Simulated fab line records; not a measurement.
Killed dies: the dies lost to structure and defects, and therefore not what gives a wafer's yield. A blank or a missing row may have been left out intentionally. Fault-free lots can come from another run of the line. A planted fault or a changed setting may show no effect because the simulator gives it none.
Matching of chambers    flow sky130    SKY_VIA4_CMP_02 on cmp-01 has 4 sister chambers
The step polishes SiO2. 16 wafers are shown with their chamber, then 8 later ones without.

== EACH WAFER AND ITS CHAMBER ==
wafer   chamber  motor_current_A (A)  head_pressure_psi (psi)
L767.2  1        11.2                 3.980
L767.3  0        10.7                 3.999
L767.6  0        10.8                 3.995
L771.3  0        10.8                 4.016
L771.4  1        11.3                 4.002
L771.5  2        12.8                 4.008
L773.2  3        12.0                 3.998
L773.3  0        10.5                 3.997
L773.4  1        11.0                 4.005
L775.2  2        12.3                 4.007
L775.3  3        11.9                 3.994
L775.5  2        12.5                 4.015
L777.1  0        10.7                 3.981
L777.4  2        13.1                 4.001
L777.5  0        10.4                 4.007
L782.2  3        12.1                 4.001

SIGNATURES (means of the wafers above)
reading            chamber 0  chamber 1  chamber 2  chamber 3  scatter within a chamber
motor_current_A    10.650     11.167     12.675     12.000     0.218
head_pressure_psi  3.99917    3.99567    4.00775    3.99767    0.00997
Rule: a wafer lies at a distance from a chamber equal to the root of the sum of squares, over the readings, of (its reading less the chamber's mean, divided by the reading's scatter). The wafer belongs to the nearest chamber; if the next one is less than 2 further off, it can't be placed. How the scatter is found: for the shown wafers, subtract from each reading the mean of its chamber, square and add these, divide the total by (wafers less chambers), then take the root.

== WAFERS WHOSE CHAMBER IS MISSING ==
wafer   motor_current_A (A)  head_pressure_psi (psi)
L782.4  11.7                 3.976
L782.6  10.1                 4.006
L785.2  11.1                 3.993
L785.4  11.2                 3.999
L785.6  10.7                 3.999
L788.1  11.2                 4.006
L788.4  11.4                 4.002
L788.5  13.2                 4.004

== WHICH CHAMBER EACH WENT THROUGH ==
wafer   from the rows above      in truth
L782.4  can't be placed: 3 or 1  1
L782.6  0                        0
L785.2  can't be placed: 1 or 0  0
L785.4  1                        1
L785.6  can't be placed: 0 or 1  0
L788.1  can't be placed: 1 or 0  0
L788.4  can't be placed: 1 or 3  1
L788.5  2                        2
Placed correctly: 3 of 8. Cannot be placed on the basis of these rows: 5; the candidates contain the true chamber in 5. Placed wrongly: 0.
